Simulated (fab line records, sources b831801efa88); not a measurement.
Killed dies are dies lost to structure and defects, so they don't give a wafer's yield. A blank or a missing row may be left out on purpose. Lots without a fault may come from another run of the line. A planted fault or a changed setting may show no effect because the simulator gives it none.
Which tool did it? | flow sky130 | 12 lots, 36 wafers sampled, at 1 step of a route of 708

WHAT THE GAUGES READ, wafer by wafer
SKY_POLY_CUT_CD_MEAS_08: target cd 270 nm.
lot  | measured     | on        | cd_nm (nm)
L075 | day 24 18:05 | cd_sem-01 | 269.4 268.6 269.0
L077 | day 25 12:01 | cd_sem-01 | 268.9 270.1 269.6
L079 | day 26 06:29 | cd_sem-02 | 268.6 270.7 270.0
L081 | day 26 17:17 | cd_sem-01 | 269.2 268.7 268.6
L083 | day 28 03:22 | cd_sem-01 | 270.4 268.5 267.3
L085 | day 28 10:19 | cd_sem-02 | 267.3 268.7 268.9
L087 | day 29 13:35 | cd_sem-02 | 268.9 269.8 270.7
L090 | day 30 01:18 | cd_sem-01 | 268.7 267.6 270.0
L091 | day 30 07:59 | cd_sem-01 | 266.7 265.9 267.1
L093 | day 30 23:23 | cd_sem-01 | 269.8 270.5 269.3
L095 | day 31 17:47 | cd_sem-01 | 269.1 268.0 267.8
L097 | day 32 01:25 | cd_sem-02 | 271.3 269.8 269.7

WHICH TOOL RAN EACH LOT (tool, then ch and the chambers of the sampled wafers, then the start)
The record holds no process step before these readings.

THE ANSWER, worked out from the rows above alone
Rule: what is usual is taken from the lots themselves. Put in order of their means at a reading, lots are off if they are a third of the lots or fewer, leave a main group of 4 or more, and stand apart from it by a gap of 3 or more times the standard deviation of the main group's means; of several such gaps the widest counts. A main group whose means are all the same, to the digits that the tables above print for the reading, isn't used. A lot without any number at a reading at which 4 lots or more have one is off too. The other lots that the step has rows for count as sound.
No lot is off at any reading shown: from this, nothing can be told.

WHAT THE SIMULATOR HAD PUT IN
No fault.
